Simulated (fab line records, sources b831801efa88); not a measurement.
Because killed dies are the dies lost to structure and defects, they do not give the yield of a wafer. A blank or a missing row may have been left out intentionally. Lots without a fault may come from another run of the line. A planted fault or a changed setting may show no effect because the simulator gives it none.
One fault seen from 2 desks | flow sky130 | what lay behind the numbers comes last; until then each desk has only its own

FROM THE METROLOGY DESK
Means of the sampled wafers that have a number, per lot and without regard to the tool the lot ran on: this is what the gauges read. The brackets show how far a lot's mean lies from the usual mean; more than 4 standard deviations puts the lot out of limits, marked OUT.
Columns: A = cd nm at SKY_VIA1_CD_MEAS_12, usual 149.8 nm; B = METAL2_ALCU_RS at SKY_METAL2_RS_MEAS_05, usual 0.1263 ohm/sq; C = METAL2_ALCU_THK at SKY_METAL2_THK_MEAS_06, usual 251.7 nm
lot  | first seen here | A     | B                | C
L745 | day 34 06:33    | 149.2 | 0.1266           | 252.0
L746 | day 34 09:17    | 150.8 | 0.1245           | 254.5
L748 | day 35 02:09    | 149.5 | 0.1255           | 252.1
L749 | day 35 08:34    | 149.5 | 0.1268           | 249.8
L750 | day 35 10:25    | 151.9 | 0.1263           | 251.9
L751 | day 36 09:28    | 151.0 | 0.1279           | 247.2
L753 | day 36 12:22    | 149.4 | 0.1282           | 249.1
L756 | day 37 10:33    | 148.5 | 0.1128 (-12) OUT | 290.9 (+16) OUT
L758 | day 38 08:23    | 150.5 | 0.1132 (-12) OUT | 289.3 (+15) OUT
L762 | day 39 08:32    | 150.5 | 0.1253           | 253.5
L765 | day 40 09:32    | 148.9 | 0.1256           | 250.9
L766 | day 40 12:15    | 152.3 | 0.1262           | 253.7
L767 | day 40 16:13    | 149.2 | 0.1270           | 250.9
L768 | day 41 09:59    | 148.3 | 0.1268           | 249.5
Per this desk, out of limits: L756, L758; the first was L756, day 37 12:10 (METAL2_ALCU_RS at SKY_METAL2_RS_MEAS_05). L745, L746, L748, L749, L750, L751, L753, L762, L765, L766, L767, L768: within limits.

AT THE TOOL OWNER'S DESK: pvd sputter-02
The tool's own readings at SKY_METAL2_SPUTTER_02 (material AlCu, target thk 250 nm, time 13.3 s): means of the sampled wafers that have a number, for each lot that ran on this tool. The brackets show how far a lot's mean lies from the usual mean; more than 4 standard deviations puts the lot out of limits, marked OUT.
Columns: A = throttle valve pct at SKY_METAL2_SPUTTER_02, usual 30.2 %
lot  | first seen here | A
L750 | day 35 11:54    | 28.6
L753 | day 36 13:51    | 29.5
L756 | day 37 12:03    | 29.1
L758 | day 38 09:54    | 29.1
This desk found nothing out of limits on any of the 4 lots.

TAKEN TOGETHER
Metrology desk: alarm possible at day 37 12:10 on L756, L758.
Nothing out of limits was seen by the tool owner's desk.
On record at the tool owner's desk: L756, L758, within its limits.
Of the lots named, all ran SKY_METAL2_SPUTTER_02 on pvd sputter-02.

WHAT THE SIMULATOR PUT IN
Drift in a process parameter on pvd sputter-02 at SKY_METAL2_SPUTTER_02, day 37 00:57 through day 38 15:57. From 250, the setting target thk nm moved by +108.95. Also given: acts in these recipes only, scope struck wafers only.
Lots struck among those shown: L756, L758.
Delay in hours, fault start to first out-of-limits reading, per desk: metrology desk 11.
